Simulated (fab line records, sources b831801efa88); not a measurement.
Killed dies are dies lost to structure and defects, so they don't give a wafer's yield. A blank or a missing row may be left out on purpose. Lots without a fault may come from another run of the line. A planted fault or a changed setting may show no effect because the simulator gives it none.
Which tool did it? | flow sky130 | 11 lots, 33 wafers sampled, at 5 steps of a route of 708

WHAT THE GAUGES READ, wafer by wafer
SKY_CAPM_RS_MEAS_03: measures by four-point-probe.
lot  | measured     | on            | CAPM_TIN_RS (ohm/sq)
L245 | day 36 15:40 | film_metro-03 | 6.79 6.82 6.79
L247 | day 37 07:14 | film_metro-04 | 6.89 6.91 6.82
L250 | day 38 03:00 | film_metro-04 | 6.78 6.74 6.67
L253 | day 39 09:33 | film_metro-04 | 6.87 6.84 6.82
L255 | day 40 03:47 | film_metro-01 | 6.84 6.86 6.85
L257 | day 40 16:17 | film_metro-03 | 6.92 6.98 6.89
L263 | day 42 04:32 | film_metro-01 | 6.83 6.84 6.75
L265 | day 43 05:14 | film_metro-03 | 6.79 6.79 6.84
L266 | day 43 13:14 | film_metro-03 | 6.82 6.74 6.74
L267 | day 43 14:50 | film_metro-04 | 6.87 6.92 6.86
L268 | day 43 21:51 | film_metro-03 | 6.89 6.85 6.77

SKY_CAP2M_RS_MEAS_03: measures by four-point-probe.
lot  | measured     | on            | CAP2M_TIN_RS (ohm/sq)
L245 | day 40 02:15 | film_metro-02 | 7.01 6.99 7.12
L247 | day 40 17:10 | film_metro-03 | 6.94 6.94 6.92
L250 | day 41 10:53 | film_metro-02 | 6.97 6.92 6.94
L253 | day 42 15:19 | film_metro-02 | 6.97 6.98 6.98
L255 | day 43 09:22 | film_metro-01 | 6.87 6.88 6.90
L257 | day 43 20:08 | film_metro-03 | 7.03 6.97 7.03
L263 | day 45 11:04 | film_metro-03 | 7.01 7.03 6.92
L265 | day 46 13:20 | film_metro-01 | 6.84 7.00 6.92
L266 | day 46 14:10 | film_metro-03 | 6.96 7.01 6.99
L267 | day 46 14:46 | film_metro-03 | 6.95 6.99 7.07
L268 | day 46 19:20 | film_metro-01 | 6.87 6.87 6.82

WHICH TOOL RAN EACH LOT (tool, then ch and the chambers of the sampled wafers, then the start)
lot  | SKY_METAL3_ETCH_16                | SKY_VIA3_ETCH_15                   | SKY_VIA3_STRIP_16
L245 | rie_metal-02 ch 1, day 38 20:51   | rie_diel-03 ch 0,2, day 40 00:34   | plasma_asher-04 ch 1, day 40 00:37
L247 | rie_metal-02 ch 0,1, day 39 12:45 | rie_diel-02 ch 2,3, day 40 15:28   | plasma_asher-01 ch 0,1, day 40 15:31
L250 | rie_metal-04 ch 0,1, day 40 06:42 | rie_diel-03 ch 0,1,3, day 41 09:10 | plasma_asher-04 ch 0,1, day 41 09:13
L253 | rie_metal-03 ch 0,1, day 41 11:54 | rie_diel-03 ch 1,2,3, day 42 13:38 | plasma_asher-01 ch 0,1, day 42 13:41
L255 | rie_metal-04 ch 0,1, day 42 06:01 | rie_diel-03 ch 0,1,2, day 43 07:43 | plasma_asher-02 ch 0,1, day 43 07:46
L257 | rie_metal-04 ch 0,1, day 42 17:27 | rie_diel-03 ch 0,2,3, day 43 18:28 | plasma_asher-01 ch 0,1, day 43 18:31
L263 | rie_metal-04 ch 0,1, day 44 03:35 | rie_diel-02 ch 0,3, day 45 09:19   | plasma_asher-02 ch 0,1, day 45 09:25
L265 | rie_metal-02 ch 0,1, day 45 12:39 | rie_diel-01 ch 0,1,2, day 46 11:40 | plasma_asher-01 ch 0,1, day 46 11:44
L266 | rie_metal-03 ch 0, day 45 12:51   | rie_diel-03 ch 0,2, day 46 12:19   | plasma_asher-04 ch 0, day 46 12:23
L267 | rie_metal-03 ch 0,1, day 45 13:00 | rie_diel-01 ch 0,1,3, day 46 12:34 | plasma_asher-01 ch 0,1, day 46 12:37
L268 | rie_metal-02 ch 0,1, day 45 17:56 | rie_diel-03 ch 1,2, day 46 16:34   | plasma_asher-01 ch 0,1, day 46 16:40
- SKY_METAL3_ETCH_16: etches BARC in N2/H2, stops on SiO2, time 88.2 s, target depth 60 nm.
- SKY_VIA3_ETCH_15: etches SiO2 in C4F8/O2/Ar, stops on TiN, target depth 507 nm, time 78 s.
- SKY_VIA3_STRIP_16: strips in O2/N2.

WHAT THE TOOLS THEMSELVES READ (means of the sampled wafers that have a number; where no wafer has one, the mark that the record gives instead)
SKY_METAL3_ETCH_16.
lot  | tool         | drypump_motor_current_A (A) | oes_product_au (a.u.) | run_length_s (s) | throttle_valve_pct (%)
L245 | rie_metal-02 | 5.5                         | 0.627                 | 116.47           | 13.206
L247 | rie_metal-02 | 5.7                         | 0.623                 | 116.41           | 13.203
L250 | rie_metal-04 | 5.4                         | 0.625                 | 116.42           | 13.209
L253 | rie_metal-03 | 6.0                         | 0.628                 | 116.71           | 13.200
L255 | rie_metal-04 | 5.3                         | 0.626                 | 116.20           | 13.203
L257 | rie_metal-04 | 5.3                         | 0.629                 | 116.29           | 13.201
L263 | rie_metal-04 | 5.3                         | 0.627                 | 116.14           | 13.203
L265 | rie_metal-02 | 5.9                         | 0.627                 | 116.41           | 13.213
L266 | rie_metal-03 | 5.5                         | 0.624                 | 116.38           | 13.202
L267 | rie_metal-03 | 6.0                         | 0.626                 | 116.53           | 13.206
L268 | rie_metal-02 | 5.7                         | 0.627                 | 116.39           | 13.202

SKY_VIA3_ETCH_15.
lot  | tool        | oes_product_au (a.u.) | run_length_s (s)
L245 | rie_diel-03 | 0.945                 | 106.5
L247 | rie_diel-02 | 0.944                 | 106.2
L250 | rie_diel-03 | 0.945                 | 106.5
L253 | rie_diel-03 | 0.948                 | 106.3
L255 | rie_diel-03 | 0.820                 | 131.6
L257 | rie_diel-03 | 0.762                 | 144.0
L263 | rie_diel-02 | 0.941                 | 106.7
L265 | rie_diel-01 | 0.942                 | 106.7
L266 | rie_diel-03 | 0.941                 | 106.4
L267 | rie_diel-01 | 0.944                 | 106.0
L268 | rie_diel-03 | 0.949                 | 106.7

SKY_VIA3_STRIP_16.
lot  | tool            | drypump_motor_current_A (A) | oes_product_au (a.u.) | strip_time_to_endpoint_s (s)
L245 | plasma_asher-04 | 5.2                         | 0.401                 | 4.10
L247 | plasma_asher-01 | 5.5                         | 0.400                 | 4.12
L250 | plasma_asher-04 | 5.0                         | 0.397                 | 4.13
L253 | plasma_asher-01 | 5.0                         | 0.401                 | 4.10
L255 | plasma_asher-02 | 5.2                         | 0.385                 | 3.81
L257 | plasma_asher-01 | 5.5                         | 0.379                 | 3.57
L263 | plasma_asher-02 | 5.2                         | 0.406                 | 4.10
L265 | plasma_asher-01 | 5.1                         | 0.404                 | 4.11
L266 | plasma_asher-04 | 4.9                         | 0.409                 | 4.14
L267 | plasma_asher-01 | 5.0                         | 0.409                 | 4.14
L268 | plasma_asher-01 | 5.5                         | 0.406                 | 4.16

THE ANSWER, worked out from the rows above alone
Rule: what is usual is taken from the lots themselves. Put in order of their means at a reading, lots are off if they are a third of the lots or fewer, leave a main group of 4 or more, and stand apart from it by a gap of 3 or more times the standard deviation of the main group's means; of several such gaps the widest counts. A main group whose means are all the same, to the digits that the tables above print for the reading, isn't used. A lot without any number at a reading at which 4 lots or more have one is off too. The other lots that the step has rows for count as sound. The gauges are gone through in route order, then the tools' own readings, and for those a lot's mean is taken as printed above. The first step at which some lot is off is used, and at that step the reading that is off furthest; a lot without a number counts as furthest.
Off: L255, L257, at SKY_VIA3_ETCH_15 (run_length_s). The main group: mean 106.4 s, standard deviation 0.23.
A tool fits if, at that step or a process step before it, it ran every lot that is off, and no sound lot after the first of them. None of those tried fits.

WHAT THE SIMULATOR HAD PUT IN
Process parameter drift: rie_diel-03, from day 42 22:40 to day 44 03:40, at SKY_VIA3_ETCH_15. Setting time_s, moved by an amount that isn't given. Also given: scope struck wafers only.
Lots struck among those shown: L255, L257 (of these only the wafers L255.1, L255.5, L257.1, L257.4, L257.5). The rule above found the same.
